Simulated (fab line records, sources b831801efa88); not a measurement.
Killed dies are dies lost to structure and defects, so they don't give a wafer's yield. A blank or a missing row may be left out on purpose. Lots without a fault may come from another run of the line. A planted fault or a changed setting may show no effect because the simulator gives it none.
A struck lot beside a sound one | flow sky130 | 18 steps out of a route of 708
Sound: wafers L241.1, L241.2, L241.5. Struck: wafers L251.1, L251.5. (L251.4 of the same lot was not struck and is left out.) The cause comes at the end.
At each step with rows: each side's tool, then ch and its chambers, then its first start. Under that, the readings that differ: sound wafers | struck wafers | difference of the means | sigmas: that difference in standard deviations of wafers without a fault.
alike: readings whose means differ by less than 2 such deviations, and words and numbers that are the same on both sides. not compared: withheld readings, readings that some wafer has no value for, bounds like >300 that may hide the same value, and numbers for which the record gives no deviation and whose values overlap.
The two part at a step that has a row with sigmas, a row that says differs or no value, or rows on one side only. Numbers that don't overlap but have no deviation are shown without sigmas and don't part them. A reading that every wafer of one side lacks parts them only if that side has two wafers or more.

first, 3 steps without rows for these wafers: SKY_VIA2_EXPOSE_09 (exposes mask VIM2, target cd 200 nm); SKY_VIA2_PEB_10; SKY_VIA2_DEVELOP_11 (develop time 60 s).
SKY_VIA2_CD_MEAS_12: target cd 200 nm.
  sound on cd_sem-02, day 38 05:56; struck on cd_sem-01, day 40 18:08
  alike: cd_nm
SKY_VIA2_OVL_MEAS_13:
  sound on overlay-02, day 38 06:03; struck on overlay-02, day 40 18:15
  alike: VIA2_OVL
SKY_VIA2_ETCH_14: etches BARC in N2/H2, stops on SiO2, time 45.9 s, target depth 60 nm.
  sound on rie_diel-03 ch 0,2,3, day 38 06:05; struck on rie_diel-03 ch 1,3, day 40 18:17
  alike: drypump_motor_current_A, oes_product_au, throttle_valve_pct
  not compared: rf_hours_counter_h
SKY_VIA2_ETCH_15: etches SiO2 in C4F8/O2/Ar, stops on TiN, target depth 546 nm, time 84 s.
  sound on rie_diel-03 ch 0,2,3, day 38 06:08; struck on rie_diel-03 ch 1,3, day 40 18:20
  alike: oes_product_au
  not compared: rf_hours_counter_h
SKY_VIA2_STRIP_16: strips in O2/N2.
  sound on plasma_asher-02 ch 0,1, day 38 06:12; struck on plasma_asher-02 ch 0,1, day 40 18:24
  reading               | sound             | struck      | difference | sigmas
  oes_product_au (a.u.) | 0.399 0.391 0.401 | 0.408 0.406 | +0.010     | +2
  alike: drypump_motor_current_A, strip_time_to_endpoint_s
  not compared: rf_hours_counter_h
then, 3 steps without rows for these wafers: SKY_VIA2_STRIP_17 (strips in post etch residue remover, time 1200 s); SKY_VIA2_CLEAN_18 (cleans in IPA, time 180 s); SKY_VIA2_CLEAN_19 (cleans in O3/DIW).
SKY_VIA2_SPUTTER_20: material TiN, target thk 20 nm, time 80 s.
  sound on pvd_sputter-04, day 38 07:08; struck on pvd_sputter-02, day 40 19:02
  alike: throttle_valve_pct
SKY_VIA2_CVD_21: deposits W, target thk 420 nm, time 126.4 s.
  sound on cvd_w-01 ch 0,1, day 38 07:12; struck on cvd_w-01 ch 1, day 40 19:05
  reading                            | sound       | struck    | difference | sigmas
  model.W_of_VIA2_CVD_21.thk_nm (nm) | 422 422 420 | 687.1 681 | +262.7     |
  alike: heater_power_w
SKY_VIA2_RS_MEAS_22: measures by four-point-probe.
  sound on film_metro-02, day 38 07:20; struck on film_metro-01, day 40 19:31
  reading            | sound             | struck      | difference | sigmas
  VIA2_W_RS (ohm/sq) | 0.271 0.271 0.273 | 0.165 0.167 | -0.106     | -26
  not compared: hold
SKY_VIA2_THK_MEAS_23: measures by xrf.
  sound on film_metro-02, day 38 07:27; struck on film_metro-01, day 40 20:59
  reading         | sound       | struck | difference                    | sigmas
  VIA2_W_THK (nm) | 423 422 421 | - -    | no value on the struck wafers |
  not compared: hold
SKY_VIA2_CMP_24: polishes, stops on SiO2, t overpolish 20 s, target thk 0 nm.
  sound on cmp-02 ch 1,3, day 38 07:34; struck on cmp-01 ch 3, day 40 23:13
  reading                | sound       | struck                                            | difference                   | sigmas
  hold                   | - - -       | await_dispo/1.6h/release await_dispo/1.6h/release | no value on the sound wafers |
  time_to_endpoint_s (s) | 102 107 103 | 167 163                                           | +61                          | +15
  alike: motor_current_A
SKY_METAL3_SPUTTER_00: material Ti, target thk 15 nm, time 10 s.
  sound on pvd_sputter-01, day 38 07:49; struck on pvd_sputter-04, day 40 23:31
  alike: throttle_valve_pct
-- the record jumps here: 8 days lie between the struck wafers' starts before and after (it left off in module METAL3 and takes up again in module PAD_OPEN, whose first step shown is number 708 of the route) --
SKY_PAD_OPEN_PROBE_99:
  sound on prober-02, day 47 08:11; struck on prober-01, day 49 06:46
  alike: defect_limited_yield, killed_at_M0_to_M3, killed_at_M4_up, killed_at_contacts, killed_at_front_end, killed_at_other, killed_dies, killed_open, killed_short, sort_bin_3_pad_short, sort_bin_5_function, sort_bin_6_memory, sort_n_pass, sort_yield_pct

WHERE THEY PART
First at SKY_VIA2_STRIP_16; last, within this record, at SKY_VIA2_CMP_24. Later steps at which nothing parts them and some readings are alike: SKY_METAL3_SPUTTER_00, SKY_PAD_OPEN_PROBE_99.

WHY: what the simulator had put in
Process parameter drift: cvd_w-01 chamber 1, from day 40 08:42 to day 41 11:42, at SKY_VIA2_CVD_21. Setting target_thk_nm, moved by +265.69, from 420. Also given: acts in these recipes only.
